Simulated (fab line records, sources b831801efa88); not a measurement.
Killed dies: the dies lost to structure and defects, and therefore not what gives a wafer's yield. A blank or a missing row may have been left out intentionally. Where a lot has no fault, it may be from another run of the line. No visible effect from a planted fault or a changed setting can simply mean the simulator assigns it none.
Chamber matching    flow sfq-line    SFQ_TRILAYER_I3_DEP_PECVD_081 on pecvd-02 has 3 sister chambers
The step deposits SiO2 from SiH4/N2O, time 111.11 s, target thk 500 nm. 6 wafers are shown with their chamber, then 7 later ones without.

## WAFERS, EACH WITH ITS CHAMBER
wafer   chamber  throttle-valve-pct (%)  heater-power-w (W)
L370.5  2        23.6                    80
L374.2  2        23.8                    86
L385.5  0        24.5                    74
L385.6  1        27.2                    57
L388.3  0        24.8                    87
L388.5  1        27.3                    56

## WAFERS WHOSE CHAMBER IS MISSING
wafer   throttle-valve-pct (%)  heater-power-w (W)
L388.6  24.4                    70
L389.1  27.3                    56
L389.2  24.9                    76
L389.5  24.6                    81
L390.2  27.1                    50
L390.3  24.5                    85
L390.6  27.5                    52

## WHICH CHAMBER EACH ONE RAN IN
wafer    from the rows above   in truth
L388.6   0                     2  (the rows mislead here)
L389.1   1                     1
L389.2   0                     0
L389.5   0                     0
L390.2   1                     1
L390.3   0                     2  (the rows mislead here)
L390.6   1                     1
Placed correctly: 5 of 7. Not placeable from these rows: 0. Placed wrongly: 2.
How it was worked out, from the rows above alone: a wafer's distance from a chamber is the root of the sum, over the readings, of the square of ((its reading less the chamber's mean) divided by the reading's scatter). If the next closest chamber is less than 2 further off than the closest, the wafer can't be placed; otherwise it belongs to the closest. A chamber's mean is the mean of its shown wafers. How the scatter is found: for the shown wafers, subtract from each reading the mean of its chamber, square and add these, divide the total by (wafers less chambers), then take the root.
